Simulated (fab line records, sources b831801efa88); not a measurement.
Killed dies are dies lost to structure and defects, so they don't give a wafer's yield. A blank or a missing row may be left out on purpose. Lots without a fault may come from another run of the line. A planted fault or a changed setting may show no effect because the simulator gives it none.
One fault seen from 2 desks | flow sky130 | each desk has only its own numbers; what lay behind them comes last

THE TOOL OWNER'S DESK: implanter-01
The tool's own readings at SKY_LDD_N_IMPLANT_10: means of the sampled wafers that have a number, for each lot that ran on this tool. A lot is out of limits, marked OUT, if its mean lies more than 4 standard deviations from the usual mean; the brackets give that distance.
Columns: A = beam_energy_keV at SKY_LDD_N_IMPLANT_10, usual 19.999; B = dose_ions_cm2 at SKY_LDD_N_IMPLANT_10, usual 7.5e+13; C = faraday_current_uA at SKY_LDD_N_IMPLANT_10, usual 423
lot  | first seen here | A      | B                 | C
L623 | day 17 23:35    | 19.996 | 7.5e+13           | 420
L625 | day 18 16:14    | 19.997 | 7.5e+13           | 423
L627 | day 18 22:22    | 19.996 | 7.5e+13           | 419
L628 | day 19 22:18    | 19.997 | 6.8e+13 (-91) OUT | 379 (-5.2) OUT
L631 | day 20 20:29    | 19.994 | 6.8e+13 (-90) OUT | 380 (-5.0) OUT
L640 | day 24 10:44    | 19.993 | 7.5e+13           | 421
L641 | day 24 12:26    | 19.997 | 7.5e+13           | 432
L643 | day 24 20:24    | 20.012 | 7.5e+13           | 434
This desk's finding: out of limits on L628, L631; first on L628, day 19 22:18 (dose_ions_cm2 at SKY_LDD_N_IMPLANT_10). In limits: L623, L625, L627, L640, L641, L643.

THE METROLOGY DESK
What the gauges read, lot by lot, whatever tool the lot ran on: means of the sampled wafers that have a number. A lot is out of limits, marked OUT, if its mean lies more than 4 standard deviations from the usual mean; the brackets give that distance.
Columns: A = POLY_GATE_OXIDATION_THK at SKY_POLY_GATE_THK_MEAS_21, usual 3.99 nm
lot  | first seen here | A
L623 | day 16 18:21    | 3.94
L624 | day 16 22:58    | 4.07
L625 | day 17 10:14    | 4.12
L627 | day 17 15:44    | 4.06
L626 | day 17 15:46    | 4.00
L628 | day 18 14:58    | 4.07
L631 | day 19 13:36    | 3.89
L639 | day 22 15:37    | 3.91
L640 | day 23 03:59    | 4.01
L641 | day 23 06:15    | 4.11
L642 | day 23 07:35    | 4.00
L643 | day 23 14:25    | 3.94
L644 | day 24 02:59    | 3.80
L646 | day 24 19:10    | 4.07
This desk's finding: nothing out of limits on any of the 14 lots.

PUT TOGETHER
The tool owner's desk could have raised an alarm at day 19 22:18, on L628, L631.
The metrology desk saw nothing out of limits.
The metrology desk has L628, L631 on record, within its limits.
Of the lots named, all ran SKY_LDD_N_IMPLANT_10 on implanter-01.

WHAT THE SIMULATOR HAD PUT IN
Process parameter drift: implanter-01, from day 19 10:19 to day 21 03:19, at SKY_LDD_N_IMPLANT_10. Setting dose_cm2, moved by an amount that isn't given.
Lots struck among those shown: L628, L631.
Hours from the fault's start to each desk's first reading out of limits: the tool owner's desk, 12.
